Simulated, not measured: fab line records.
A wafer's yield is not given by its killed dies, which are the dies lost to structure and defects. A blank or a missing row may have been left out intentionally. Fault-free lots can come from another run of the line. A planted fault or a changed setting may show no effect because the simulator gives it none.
Comparing a struck lot with a sound one ; flow sky130 ; 13 out of 708 route steps
Sound: the wafers L615.3, L615.5, L615.6. Wafers struck: L619.3, L619.4, L619.6. At the end, the cause is stated.
Per side, at each step with rows, come the tool, then ch with its chambers, and then its first start. Under that, the readings that differ: sound wafers ; struck wafers ; difference of the means ; sigmas: that difference in standard deviations of wafers without a fault.
alike: same words and numbers on both sides, and readings whose means sit less than 2 such deviations apart. not compared: any withheld reading, any reading some wafer has no value for, any bound like >300 that may hide the same value, and any number with overlapping values for which the record gives no deviation.
A row with sigmas, a row that says differs or no value, or rows on one side alone: a step with any of these is where the two part. Numbers that have no deviation but don't overlap get no sigmas and don't part them. Lack of a reading on every wafer of one side parts them only where that side has two or more wafers.

SKY_FIELD_ISO_BOW_MEAS_00:
  sound on film-metro-03, day 2 16:02; struck on film-metro-04, day 3 12:02
  alike: INCOMING_BOW
then, 1 step without rows for these wafers: SKY_FIELD_ISO_OXIDATION_01 (stabilise 600 s, purge 300 s, target thk 12 nm).
SKY_FIELD_ISO_THK_MEAS_02:
  sound on film-metro-04, day 2 18:24; struck on film-metro-02, day 3 14:11
  alike: FIELD_ISO_OXIDATION_00_THK
then, 1 step without rows for these wafers: SKY_FIELD_ISO_CVD_03 (deposits Si3N4 from DCS/NH3, target thk 165 nm, time 2830 s).
SKY_FIELD_ISO_THK_MEAS_04:
  sound on film-metro-02, day 2 20:15; struck on film-metro-03, day 3 17:10
  alike: FIELD_ISO_CVD_03_THK
then, 6 steps without rows for these wafers: SKY_FIELD_ISO_DEHYDRATE_05 (time 60 s); SKY_FIELD_ISO_HMDS_06 (prime time 60 s); SKY_FIELD_ISO_COAT_07 (resist thk 60 nm); SKY_FIELD_ISO_COAT_08 (resist thk 450 nm); SKY_FIELD_ISO_SOFTBAKE_09 (time 90 s); SKY_FIELD_ISO_EXPOSE_10 (exposes mask FOM, target cd 150 nm).
SKY_FIELD_ISO_PEB_11:
  sound on litho-track-01 ch 0, day 3 12:00; struck on litho-track-02, day 4 09:00
reading;sound;struck;difference;sigmas
exhaust-pa (Pa);46.2 46.8 45.4;- - -;no value on the struck wafers;
  not compared: chill-plate-temp-C
then, 1 step without rows for these wafers: SKY_FIELD_ISO_DEVELOP_12 (develop time 60 s).

## WHERE THEY PART
Within this record, at SKY_FIELD_ISO_PEB_11 only.

WHY: what had been put in by the simulator
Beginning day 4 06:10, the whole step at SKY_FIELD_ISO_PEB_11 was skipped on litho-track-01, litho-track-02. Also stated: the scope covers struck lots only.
